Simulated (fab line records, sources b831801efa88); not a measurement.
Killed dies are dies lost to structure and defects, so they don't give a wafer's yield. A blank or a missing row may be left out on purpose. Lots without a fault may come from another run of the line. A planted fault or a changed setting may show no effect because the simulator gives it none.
Which tool did it? | flow sky130 | 12 lots, 36 wafers sampled, at 1 step of a route of 708

WHAT THE GAUGES READ, wafer by wafer
SKY_VIA1_OVL_MEAS_13.
lot  | measured     | on         | VIA1_OVL (nm)
L075 | day 34 10:28 | overlay-01 | -12 -12 -10
L077 | day 35 06:49 | overlay-01 | -2 -8 -7
L079 | day 35 19:10 | overlay-02 | -3 5 -1
L081 | day 36 17:07 | overlay-02 | -4 0 -1
L083 | day 37 01:58 | overlay-02 | -2 -3 -1
L085 | day 37 14:46 | overlay-02 | 1 0 4
L087 | day 38 08:43 | overlay-02 | -8 4 -3
L089 | day 39 04:01 | overlay-02 | -1 2 -2
L091 | day 39 12:25 | overlay-02 | -2 1 -6
L093 | day 40 01:37 | overlay-02 | 3 -9 -11
L095 | day 40 18:55 | overlay-02 | 3 -9 -6
L097 | day 41 14:01 | overlay-01 | 0 5 4

WHICH TOOL RAN EACH LOT (tool, then ch and the chambers of the sampled wafers, then the start)
The record holds no process step before these readings.

THE ANSWER, worked out from the rows above alone
Rule: what is usual is taken from the lots themselves. Put in order of their means at a reading, lots are off if they are a third of the lots or fewer, leave a main group of 4 or more, and stand apart from it by a gap of 3 or more times the standard deviation of the main group's means; of several such gaps the widest counts. A main group whose means are all the same, to the digits that the tables above print for the reading, isn't used. A lot without any number at a reading at which 4 lots or more have one is off too. The other lots that the step has rows for count as sound.
No lot is off at any reading shown: from this, nothing can be told.

WHAT THE SIMULATOR HAD PUT IN
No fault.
